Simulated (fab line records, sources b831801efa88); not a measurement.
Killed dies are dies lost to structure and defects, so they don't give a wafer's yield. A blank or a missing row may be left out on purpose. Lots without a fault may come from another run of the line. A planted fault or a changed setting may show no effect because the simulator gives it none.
One fault seen from 2 desks | flow sfq_line | each desk has only its own numbers; what lay behind them comes last

THE TOOL OWNER'S DESK: rie_metal-03
The tool's own readings at SFQ_TRILAYER_M4_BARC_OPEN_METAL_ETCH_123 (etches BARC in O2, target depth 125 nm, time 41.7 s): means of the sampled wafers that have a number, for each lot that ran on this tool. A lot is out of limits, marked OUT, if its mean lies more than 4 standard deviations from the usual mean; the brackets give that distance.
Columns: A = drypump_motor_current_A at SFQ_TRILAYER_M4_BARC_OPEN_METAL_ETCH_123, usual 5.9 A; B = oes_product_au at SFQ_TRILAYER_M4_BARC_OPEN_METAL_ETCH_123, usual 0.685 a.u.; C = rf_fwd_power_W at SFQ_TRILAYER_M4_BARC_OPEN_METAL_ETCH_123, usual 594.5 W; D = run_length_s at SFQ_TRILAYER_M4_BARC_OPEN_METAL_ETCH_123, usual 70.0 s
lot  | first seen here | A   | B               | C     | D
L226 | day 48 01:59    | 5.5 | 0.687           | 594.2 | 70.1
L228 | day 48 07:59    | 5.7 | 0.686           | 594.3 | 69.6
L232 | day 55 11:38    | 5.7 | 0.690           | 594.2 | 69.9
L234 | day 55 18:50    | 5.7 | 0.685           | 593.3 | 69.6
L236 | day 56 11:38    | 5.9 | 0.805 (+28) OUT | 593.4 | 62.5 (-24) OUT
L240 | day 57 01:32    | 5.8 | 0.780 (+23) OUT | 595.9 | 64.5 (-18) OUT
This desk's finding: out of limits on L236, L240; first on L236, day 56 11:38 (oes_product_au at SFQ_TRILAYER_M4_BARC_OPEN_METAL_ETCH_123). In limits: L226, L228, L232, L234.

THE METROLOGY DESK
What the gauges read, lot by lot, whatever tool the lot ran on: means of the sampled wafers that have a number. A lot is out of limits, marked OUT, if its mean lies more than 4 standard deviations from the usual mean; the brackets give that distance.
Columns: A = INCOMING_BOW at SFQ_INCOMING_BOW_MEAS_900, usual 0 um; B = L0V_OVL at SFQ_L0V_OVL_MEAS_903, usual -2 nm; C = I6_BOW at SFQ_I6_BOW_MEAS_941, usual 10 um
lot  | first seen here | A  | B  | C
L222 | day 1 15:00     | -1 | -1 | -1
L223 | day 1 20:00     | -4 | -4 | 20
L225 | day 2 06:00     | 8  | 1  | 10
L226 | day 2 11:01     | -5 | -1 | 12
L228 | day 2 21:00     | 3  | 3  | 25
L229 | day 3 02:01     | 0  | -9 | 13
L230 | day 3 07:00     | -4 | -2 | 14
L231 | day 3 12:00     | -9 | -5 | -18
L232 | day 3 17:04     | -2 | 6  | 11
L234 | day 4 03:02     | 3  | -8 | 2
L236 | day 4 13:02     | 3  | -5 | 11
L238 | day 4 23:00     | -2 | -6 | 4
L240 | day 5 09:00     | 4  | 0  | 13
L244 | day 6 05:02     | -3 | 1  | -12
This desk's finding: nothing out of limits on any of the 14 lots.

PUT TOGETHER
The tool owner's desk could have raised an alarm at day 56 11:38, on L236, L240.
The metrology desk saw nothing out of limits.
The metrology desk has L236, L240 on record, within its limits.
Of the lots named, all ran SFQ_TRILAYER_M4_BARC_OPEN_METAL_ETCH_123 on rie_metal-03.

WHAT THE SIMULATOR HAD PUT IN
Process parameter drift: rie_metal-03, from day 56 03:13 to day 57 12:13, at SFQ_TRILAYER_M4_BARC_OPEN_METAL_ETCH_123. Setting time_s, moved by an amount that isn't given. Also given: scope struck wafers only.
Lots struck among those shown: L236, L240.
Hours from the fault's start to each desk's first reading out of limits: the tool owner's desk, 8.
